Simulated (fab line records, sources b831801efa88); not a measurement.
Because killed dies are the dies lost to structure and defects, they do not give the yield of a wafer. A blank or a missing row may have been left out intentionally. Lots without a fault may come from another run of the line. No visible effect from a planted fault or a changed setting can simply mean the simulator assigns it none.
Which tool was responsible? / flow gf180mcu / 7 lots (21 wafers sampled), 1 step of a 602-step route

## WHAT THE GAUGES SHOWED, per wafer
GF_M2_THK_MEAS_06: measures by xrf.
lot=L677; measured=day 19 18:03; on=film_metro-03; M2_ALCU_THK (nm)=444 450 447
lot=L679; measured=day 20 13:41; on=film_metro-01; M2_ALCU_THK (nm)=439 441 442
lot=L681; measured=day 20 21:38; on=film_metro-03; M2_ALCU_THK (nm)=441 440 445
lot=L690; measured=day 24 01:34; on=film_metro-03; M2_ALCU_THK (nm)=438 440 439
lot=L692; measured=day 24 18:50; on=film_metro-01; M2_ALCU_THK (nm)=443 444 447
lot=L694; measured=day 25 07:25; on=film_metro-03; M2_ALCU_THK (nm)=434 437 430
lot=L697; measured=day 26 02:37; on=film_metro-03; M2_ALCU_THK (nm)=443 443 442

## TOOL THAT RAN EACH LOT (tool first, then ch and the chambers of the sampled wafers, then the start)
There is no process step in the record ahead of these readings.

## THE ANSWER, worked out from the rows above alone
Rule: what is usual is taken from the lots themselves. Put in order of their means at a reading, lots are off if they are a third of the lots or fewer, leave a main group of 4 or more, and stand apart from it by a gap of 3 or more times the standard deviation of the main group's means; of several such gaps the widest counts. If all means in a main group match to the digits the tables above print for the reading, that group is not used. A lot without any number at a reading at which 4 lots or more have one is off too. Where the step has rows for the other lots, those lots are counted as sound.
No lot is off on any of the readings shown, so nothing can be concluded from this.

## WHAT THE SIMULATOR PUT IN
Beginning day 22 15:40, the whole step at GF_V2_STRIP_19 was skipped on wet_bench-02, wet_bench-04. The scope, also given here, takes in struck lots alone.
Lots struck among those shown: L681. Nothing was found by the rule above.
